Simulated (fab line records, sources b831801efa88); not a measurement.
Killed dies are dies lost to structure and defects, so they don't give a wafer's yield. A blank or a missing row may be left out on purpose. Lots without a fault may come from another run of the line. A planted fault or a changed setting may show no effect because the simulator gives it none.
Chamber matching | flow gf180mcu | GF_V4_CVD_02 on pecvd-02: 3 sister chambers
The step deposits SiO2 from TEOS, target thk 850 nm, time 94.851 s. 3 wafers are shown with their chamber, then 11 later ones without.

WAFERS WITH THEIR CHAMBER
wafer  | chamber | heater_power_w (W)
L086.4 | 2       | 658
L087.1 | 0       | 645
L088.1 | 1       | 722

WAFERS WITHOUT THEIR CHAMBER
wafer  | heater_power_w (W)
L088.2 | 693
L088.5 | 625
L090.2 | 674
L090.4 | 675
L090.5 | 665
L092.1 | 599
L092.2 | 621
L092.6 | 664
L095.2 | 642
L095.5 | 678
L095.6 | 525

WHICH CHAMBER EACH WENT THROUGH
wafer  | from the rows above          | in truth
L088.2 | can't be placed: 1 or 2 or 0 | 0
L088.5 | can't be placed: 0 or 2 or 1 | 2
L090.2 | can't be placed: 2 or 0 or 1 | 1
L090.4 | can't be placed: 2 or 0 or 1 | 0
L090.5 | can't be placed: 2 or 0 or 1 | 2
L092.1 | can't be placed: 0 or 2 or 1 | 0
L092.2 | can't be placed: 0 or 2 or 1 | 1
L092.6 | can't be placed: 2 or 0 or 1 | 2
L095.2 | can't be placed: 0 or 2 or 1 | 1
L095.5 | can't be placed: 2 or 0 or 1 | 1
L095.6 | can't be placed: 0 or 2 or 1 | 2
Placed correctly: 0 of 11. Can't be placed from these rows: 11 (the true chamber is among the candidates in 11). Placed wrongly: 0.
How it was worked out, from the rows above alone: a wafer's distance from a chamber is the root of the sum, over the readings, of the square of ((its reading less the chamber's mean) divided by the reading's scatter). The wafer belongs to the nearest chamber; if the next one is less than 2 further off, it can't be placed. A chamber's mean is the mean of its shown wafers. The scatter: with one shown wafer a chamber, the root of the mean of the squares of how far each hidden wafer lies from its nearest shown one.
